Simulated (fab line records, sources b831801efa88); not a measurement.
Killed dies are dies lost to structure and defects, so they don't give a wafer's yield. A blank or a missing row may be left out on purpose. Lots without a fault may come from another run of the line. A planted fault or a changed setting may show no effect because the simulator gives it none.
Chamber matching | flow gf180mcu | GF_PASSIVATION_ETCH_11 on rie_diel-03: 4 sister chambers
The step etches the open film in CF4/O2, stops on TiN, target depth 1800 nm, time 400 s. 4 wafers are shown with their chamber, then 7 later ones without.

WAFERS WITH THEIR CHAMBER
wafer  | chamber | drypump_motor_current_A (A)
L088.3 | 3       | 5.63
L088.6 | 2       | 5.78
L092.2 | 0       | 5.98
L092.3 | 1       | 6.23

WAFERS WITHOUT THEIR CHAMBER
wafer  | drypump_motor_current_A (A)
L092.5 | 5.78
L093.1 | 5.81
L093.3 | 6.02
L093.6 | 5.99
L094.2 | 6.25
L094.5 | 5.65
L094.6 | 5.83

WHICH CHAMBER EACH WENT THROUGH
wafer  | from the rows above | in truth
L092.5 | 2                   | 2
L093.1 | 2                   | 2
L093.3 | 0                   | 0
L093.6 | 0                   | 0
L094.2 | 1                   | 1
L094.5 | 3                   | 3
L094.6 | 2                   | 2
Placed correctly: 7 of 7. Can't be placed from these rows: 0. Placed wrongly: 0.
How it was worked out, from the rows above alone: a wafer's distance from a chamber is the root of the sum, over the readings, of the square of ((its reading less the chamber's mean) divided by the reading's scatter). The wafer belongs to the nearest chamber; if the next one is less than 2 further off, it can't be placed. A chamber's mean is the mean of its shown wafers. The scatter: with one shown wafer a chamber, the root of the mean of the squares of how far each hidden wafer lies from its nearest shown one.
